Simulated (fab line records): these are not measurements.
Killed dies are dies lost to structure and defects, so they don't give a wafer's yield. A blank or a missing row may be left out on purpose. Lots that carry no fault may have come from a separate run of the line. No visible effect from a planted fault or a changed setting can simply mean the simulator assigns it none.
Which tool did it? + flow sky130 + 20 wafers from 7 lots sampled at 3 of the route's 708 steps

WHAT THE GAUGES READ, wafer by wafer
SKY_VIA1_THK_MEAS_01.
| lot  | measured     | on            | VIA1_HDPCVD_THK (nm)        |
|------|--------------|---------------|-----------------------------|
| L749 | day 34 09:17 | film-metro-02 | 1011 1015 1031              |
| L751 | day 34 19:43 | film-metro-02 | 1039 1043 1041              |
| L753 | day 35 15:46 | film-metro-03 | 1035 1013 1010              |
| L756 | day 36 08:25 | film-metro-02 | 1030 1009 1006              |
| L758 | day 37 04:12 | film-metro-02 | 1017 1021 1043              |
| L760 | day 37 21:24 | film-metro-01 | 1008 1029                   |
| L768 | day 39 23:23 | film-metro-03 | 1045 1027 873 1045 1026 874 |

WHAT TOOL EACH LOT RAN ON (gives the tool, then ch and the chambers of the sampled wafers, and finally the start)
| lot  | SKY_CONTACT_ETCH_16                | SKY_VIA1_HDPCVD_00               |
|------|------------------------------------|----------------------------------|
| L749 | rie-diel-04 ch 1,2, day 33 03:34   | hdpcvd-01 ch 0,2, day 34 09:08   |
| L751 | rie-diel-03 ch 1,2, day 33 13:55   | hdpcvd-02 ch 1,2, day 34 19:37   |
| L753 | rie-diel-02 ch 0,1,2, day 34 11:06 | hdpcvd-01 ch 0,1,2, day 35 15:38 |
| L756 | rie-diel-03 ch 0,3, day 35 02:56   | hdpcvd-01 ch 0,2, day 36 08:18   |
| L758 | rie-diel-02 ch 0,3, day 35 23:38   | hdpcvd-01 ch 0,1,2, day 37 04:07 |
| L760 | rie-diel-03 ch 1,3, day 36 17:14   | hdpcvd-01 ch 0,2, day 37 21:16   |
| L768 | rie-diel-04 ch 0,1,3, day 38 19:41 | hdpcvd-02 ch 0,1,2, day 39 23:16 |
- SKY_CONTACT_ETCH_16: etches BARC in N2/H2, stops on SiO2, time 45.9 s, target depth 60 nm.
- SKY_VIA1_HDPCVD_00: deposits SiO2, target thk 1030 nm, time 171.7 s.

THE ANSWER, worked out from the rows above alone
Rule: the lots themselves supply what counts as usual. Put in order of their means at a reading, lots are off if they are a third of the lots or fewer, leave a main group of 4 or more, and stand apart from it by a gap of 3 or more times the standard deviation of the main group's means; of several such gaps the widest counts. A main group whose means are all the same, to the digits that the tables above print for the reading, isn't used. A lot without any number at a reading at which 4 lots or more have one is off too. All remaining lots with rows at the step are treated as sound.
Off: L768, seen at SKY_VIA1_THK_MEAS_01 (VIA1_HDPCVD_THK). For the main group the mean is 1023 nm and the standard deviation 8.7.
A tool fits if, at a process step before that reading, it ran every lot that is off, and no sound lot after the first of them. Those tools and the gauges at SKY_VIA1_THK_MEAS_01 are tried in the same way. Can't be told from this: 3 tools fit, rie-diel-04 at SKY_CONTACT_ETCH_16, hdpcvd-02 at SKY_VIA1_HDPCVD_00, film-metro-03 at SKY_VIA1_THK_MEAS_01.

WHAT HAD BEEN PUT IN BY THE SIMULATOR
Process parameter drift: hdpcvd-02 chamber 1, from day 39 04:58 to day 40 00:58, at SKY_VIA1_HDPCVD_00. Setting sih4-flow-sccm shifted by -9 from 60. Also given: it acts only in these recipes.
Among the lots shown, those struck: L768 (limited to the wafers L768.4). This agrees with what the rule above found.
